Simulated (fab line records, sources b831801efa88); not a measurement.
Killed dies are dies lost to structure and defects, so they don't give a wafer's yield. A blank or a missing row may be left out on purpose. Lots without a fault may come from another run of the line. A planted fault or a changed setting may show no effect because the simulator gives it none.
Which tool did it? | flow gf180mcu | 13 lots, 39 wafers sampled, at 4 steps of a route of 602

WHAT THE GAUGES READ, wafer by wafer
GF_STI_THK_MEAS_30.
lot  | measured    | on            | STI_OXIDATION_02_THK (nm)
L461 | day 2 15:05 | film_metro-04 | 9.78 9.97 9.58
L463 | day 2 21:56 | film_metro-04 | 10.12 10.17 10.11
L464 | day 3 05:40 | film_metro-02 | 10.12 10.08 10.09
L466 | day 3 12:31 | film_metro-03 | 10.26 10.03 10.15
L467 | day 3 19:35 | film_metro-04 | 10.23 10.21 10.15
L468 | day 3 23:02 | film_metro-04 | 9.99 10.16 10.15
L469 | day 4 04:34 | film_metro-03 | 15.65 15.53 15.43
L470 | day 4 11:29 | film_metro-02 | 10.33 10.28 10.11
L471 | day 4 14:57 | film_metro-02 | 15.66 15.44 15.52
L473 | day 5 00:41 | film_metro-04 | 9.67 9.78 9.81
L479 | day 6 06:52 | film_metro-04 | 9.79 9.77 9.83
L482 | day 7 00:21 | film_metro-02 | 10.22 9.89 10.00
L483 | day 7 09:07 | film_metro-02 | 9.85 9.69 9.76

GF_VT_IMPLANT_OVL_MEAS_18.
lot  | measured     | on         | VT_IMPLANT_01_OVL (nm)
L461 | day 6 13:22  | overlay-02 | 0.5 0.2 2.0
L463 | day 6 21:54  | overlay-02 | -3.1 -2.0 -0.9
L464 | day 7 07:40  | overlay-01 | -2.8 -3.9 -1.0
L466 | day 7 18:29  | overlay-02 | -1.6 -0.5 0.7
L467 | day 8 02:54  | overlay-02 | 0.4 -0.4 1.8
L468 | day 8 05:19  | overlay-01 | -0.8 -1.8 -1.1
L469 | day 8 13:21  | overlay-02 | -2.1 -4.3 -1.2
L470 | day 8 21:12  | overlay-02 | -3.1 -1.1 -1.7
L471 | day 9 02:49  | overlay-01 | -0.4 -2.0 -2.4
L473 | day 9 14:36  | overlay-02 | -2.0 -2.8 -3.5
L479 | day 11 05:58 | overlay-02 | -1.0 -1.5 -1.9
L482 | day 12 02:17 | overlay-01 | 0.9 0.7 1.0
L483 | day 12 12:53 | overlay-01 | 0.0 -3.9 -1.4

WHICH TOOL RAN EACH LOT (tool, then ch and the chambers of the sampled wafers, then the start)
lot  | GF_STI_OXIDATION_29          | GF_DNWELL_STRIP_08
L461 | furnace-02 ch 0, day 2 13:41 | plasma_asher-03 ch 0,1, day 3 02:49
L463 | furnace-02 ch 0, day 2 20:33 | plasma_asher-01 ch 0,1, day 3 10:01
L464 | furnace-01 ch 0, day 3 04:14 | plasma_asher-01 ch 0,1, day 3 17:58
L466 | furnace-01 ch 0, day 3 11:06 | plasma_asher-01 ch 0,1, day 4 02:01
L467 | furnace-02 ch 0, day 3 18:11 | plasma_asher-02 ch 0,1, day 4 08:52
L468 | furnace-01 ch 0, day 3 21:39 | plasma_asher-02 ch 0,1, day 4 11:55
L469 | furnace-02 ch 0, day 4 03:10 | plasma_asher-03 ch 0,1, day 4 17:43
L470 | furnace-01 ch 0, day 4 10:05 | plasma_asher-01 ch 0,1, day 5 00:52
L471 | furnace-02 ch 0, day 4 13:34 | plasma_asher-02 ch 0,1, day 5 04:22
L473 | furnace-01 ch 0, day 4 23:17 | plasma_asher-01 ch 0, day 5 14:46
L479 | furnace-01 ch 0, day 6 05:27 | plasma_asher-03 ch 0,1, day 6 22:30
L482 | furnace-01 ch 0, day 6 22:56 | plasma_asher-02 ch 0,1, day 7 15:18
L483 | furnace-01 ch 0, day 7 07:44 | plasma_asher-03 ch 0,1, day 8 01:19
- GF_STI_OXIDATION_29: stabilise 600 s, purge 300 s, target thk 10 nm.
- GF_DNWELL_STRIP_08: strips in O2/N2.

WHAT THE TOOLS THEMSELVES READ (means of the sampled wafers that have a number; where no wafer has one, the mark that the record gives instead)
GF_STI_OXIDATION_29.
lot  | tool       | tube_center_temp_C_max
L461 | furnace-02 | 902.2
L463 | furnace-02 | 901.9
L464 | furnace-01 | 902.2
L466 | furnace-01 | 902.0
L467 | furnace-02 | 902.7
L468 | furnace-01 | 901.8
L469 | furnace-02 | 902.9
L470 | furnace-01 | 902.1
L471 | furnace-02 | 902.5
L473 | furnace-01 | 902.3
L479 | furnace-01 | 902.2
L482 | furnace-01 | 902.1
L483 | furnace-01 | 902.4

GF_DNWELL_STRIP_08.
lot  | tool            | drypump_motor_current_A (A) | heater_power_w (W) | n2_flow_sccm (sccm) | oes_product_au (a.u.) | strip_time_to_endpoint_s (s)
L461 | plasma_asher-03 | 5.81                        | 347                | 300.7               | 0.719                 | 36.91
L463 | plasma_asher-01 | 5.65                        | 387                | 300.0               | 0.719                 | 36.92
L464 | plasma_asher-01 | 5.66                        | 391                | 300.8               | 0.721                 | 36.89
L466 | plasma_asher-01 | 5.78                        | 399                | 299.9               | 0.715                 | 37.01
L467 | plasma_asher-02 | 6.00                        | 317                | 299.5               | 0.725                 | 36.88
L468 | plasma_asher-02 | 6.00                        | 315                | 300.1               | 0.722                 | 36.96
L469 | plasma_asher-03 | 5.54                        | 351                | 300.6               | 0.717                 | 36.89
L470 | plasma_asher-01 | 5.73                        | 402                | 298.6               | 0.725                 | 36.89
L471 | plasma_asher-02 | 5.97                        | 313                | 299.0               | 0.722                 | 36.86
L473 | plasma_asher-01 | 5.90                        | 406                | 300.2               | 0.725                 | 37.01
L479 | plasma_asher-03 | 5.55                        | 350                | 300.0               | 0.723                 | 36.92
L482 | plasma_asher-02 | 6.07                        | 314                | 299.9               | 0.720                 | 36.92
L483 | plasma_asher-03 | 5.82                        | 341                | 301.3               | 0.719                 | 36.95

THE ANSWER, worked out from the rows above alone
Rule: what is usual is taken from the lots themselves. Put in order of their means at a reading, lots are off if they are a third of the lots or fewer, leave a main group of 4 or more, and stand apart from it by a gap of 3 or more times the standard deviation of the main group's means; of several such gaps the widest counts. A main group whose means are all the same, to the digits that the tables above print for the reading, isn't used. A lot without any number at a reading at which 4 lots or more have one is off too. The other lots that the step has rows for count as sound. The gauges are gone through in route order, then the tools' own readings, and for those a lot's mean is taken as printed above. The first step at which some lot is off is used, and at that step the reading that is off furthest; a lot without a number counts as furthest.
Off: L469, L471, at GF_STI_THK_MEAS_30 (STI_OXIDATION_02_THK). The main group: mean 10.00 nm, standard deviation 0.18.
A tool fits if, at a process step before that reading, it ran every lot that is off, and no sound lot after the first of them. The gauges at GF_STI_THK_MEAS_30 are tried like those tools. One fits: furnace-02 at GF_STI_OXIDATION_29. Its last sound lot is L467 (day 3 18:11), its first lot that is off L469 (day 4 03:10): a fault that began between those two fits.

WHAT THE SIMULATOR HAD PUT IN
Process parameter drift: furnace-02, from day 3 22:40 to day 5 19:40, at GF_STI_OXIDATION_29. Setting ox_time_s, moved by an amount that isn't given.
Lots struck among those shown: L469, L471. The rule above found the same.
